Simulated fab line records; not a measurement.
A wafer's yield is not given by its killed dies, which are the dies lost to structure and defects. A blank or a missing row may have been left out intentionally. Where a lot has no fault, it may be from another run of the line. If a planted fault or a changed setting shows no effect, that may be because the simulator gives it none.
Struck lot and sound lot, side by side || flow sky130 || 22 steps out of a route of 708
Sound: wafers L731.4, L731.5, L731.6. Struck: wafers L749.1, L749.2, L749.5. The cause is given at the end.
At each step with rows: each side's tool, then ch and its chambers, then its first start. Under that, the readings that differ: sound wafers || struck wafers || difference of the means || sigmas: that difference in standard deviations of wafers without a fault.
alike: same words and numbers on both sides, and readings whose means sit less than 2 such deviations apart. not compared: any withheld reading, any reading some wafer has no value for, any bound like >300 that may hide the same value, and any number with overlapping values for which the record gives no deviation.
Wherever a step has rows on one side only, a row that says differs or no value, or a row with sigmas, the two part there. Numbers that don't overlap but have no deviation are shown without sigmas and don't part them. A reading missing from all wafers of one side parts the sides only when that side holds two or more wafers.

first, 8 steps without rows for these wafers: SKY_DNWELL_DEHYDRATE_00 (time 60 s); SKY_DNWELL_HMDS_01 (prime time 60 s); SKY_DNWELL_COAT_02 (resist thk 3000 nm); SKY_DNWELL_SOFTBAKE_03; SKY_DNWELL_EXPOSE_04 (exposes mask DNM, target cd 3000 nm); SKY_DNWELL_PEB_05; SKY_DNWELL_DEVELOP_06 (develop time 60 s); SKY_DNWELL_IMPLANT_07.
SKY_DNWELL_STRIP_08: strips in O2/N2.
  sound on plasma_asher-02 ch 0,1, day 3 02:00; struck on plasma_asher-04 ch 0,1, day 7 04:16
  alike: drypump_motor_current_A, oes_product_au, strip_time_to_endpoint_s
  not compared: rf_hours_counter_h
SKY_DNWELL_TW_MEAS_09:
  sound: film_metro-01 at day 3 02:06; struck: film_metro-04 at day 7 04:22
{"reading": "DNWELL_TW", "sound": "1126 1127 1127", "struck": "1109 1111 1106", "difference": -18, "sigmas": -2}
then, 2 steps without rows for these wafers: SKY_PWDE_DEHYDRATE_00 (time 60 s); SKY_PWDE_HMDS_01 (prime time 60 s).
SKY_PWDE_COAT_02: resist thk 3000 nm.
  sound on litho_track-04 ch 0, day 3 08:56; struck on litho_track-03 ch 0, day 7 13:31
{"reading": "model.coat_of_PWDE_COAT_02.thk_nm (nm)", "sound": "2991 2992 2981", "struck": "2859 2859 2857", "difference": -130, "sigmas": ""}
  alike: chill_plate_temp_C, spin_speed_rpm
then, 3 steps without rows for these wafers: SKY_PWDE_SOFTBAKE_03; SKY_PWDE_EXPOSE_04 (exposes mask PWDEM, target cd 840 nm); SKY_PWDE_PEB_05.
SKY_PWDE_DEVELOP_06: develop time 60 s.
  sound on litho_track-03 ch 0; struck on litho_track-02 ch 0
{"reading": "model.coat_of_PWDE_COAT_02.thk_nm (nm)", "sound": "2987 2988 2977", "struck": "2855 2854 2853", "difference": -130, "sigmas": ""}
  alike: chill_plate_temp_C, developer_temp_C
SKY_PWDE_OVL_MEAS_07:
  sound: overlay-01 at day 3 21:59; struck: overlay-01 at day 7 23:10
  alike: PWDE_OVL
after that, 1 step had no rows for these wafers: SKY_PWDE_IMPLANT_08.
SKY_PWDE_STRIP_09: strips in O2/N2.
  sound on plasma_asher-01 ch 0,1, day 3 22:11; struck on plasma_asher-04 ch 0,1, day 7 23:22
{"reading": "strip_time_to_endpoint_s (s)", "sound": "36.81 36.82 36.69", "struck": "35.27 35.28 35.29", "difference": -1.49, "sigmas": -15}
  alike: drypump_motor_current_A, oes_product_au
  not compared: rf_hours_counter_h
SKY_PWDE_TW_MEAS_10:
  sound: film_metro-04 at day 3 22:17; struck: film_metro-01 at day 7 23:28
  alike: PWDE_TW
-- the record jumps here: 42 days lie between the struck wafers' starts before and after (it left off in module PWDE and takes up again in module PAD_OPEN, whose first step shown is number 708 of the route) --
SKY_PAD_OPEN_PROBE_99:
  sound: prober-02 at day 45 13:50; struck: prober-02 at day 49 20:46
{"reading": "model.etest.res_p_drift_20v.width_nm (nm)", "sound": "839.1 844.3 840.2", "struck": "850.4 849.4 848.6", "difference": "+8.3", "sigmas": ""}
  alike: killed_at_M0_to_M3, killed_at_M4_up, killed_at_contacts, killed_at_front_end, killed_at_other, killed_dies, killed_open, killed_short

== WHERE THEY PART ==
First at SKY_DNWELL_TW_MEAS_09; last, within this record, at SKY_PWDE_STRIP_09. Later steps at which nothing parts them and some readings are alike: SKY_PWDE_TW_MEAS_10, SKY_PAD_OPEN_PROBE_99.

WHY: the cause the simulator had injected
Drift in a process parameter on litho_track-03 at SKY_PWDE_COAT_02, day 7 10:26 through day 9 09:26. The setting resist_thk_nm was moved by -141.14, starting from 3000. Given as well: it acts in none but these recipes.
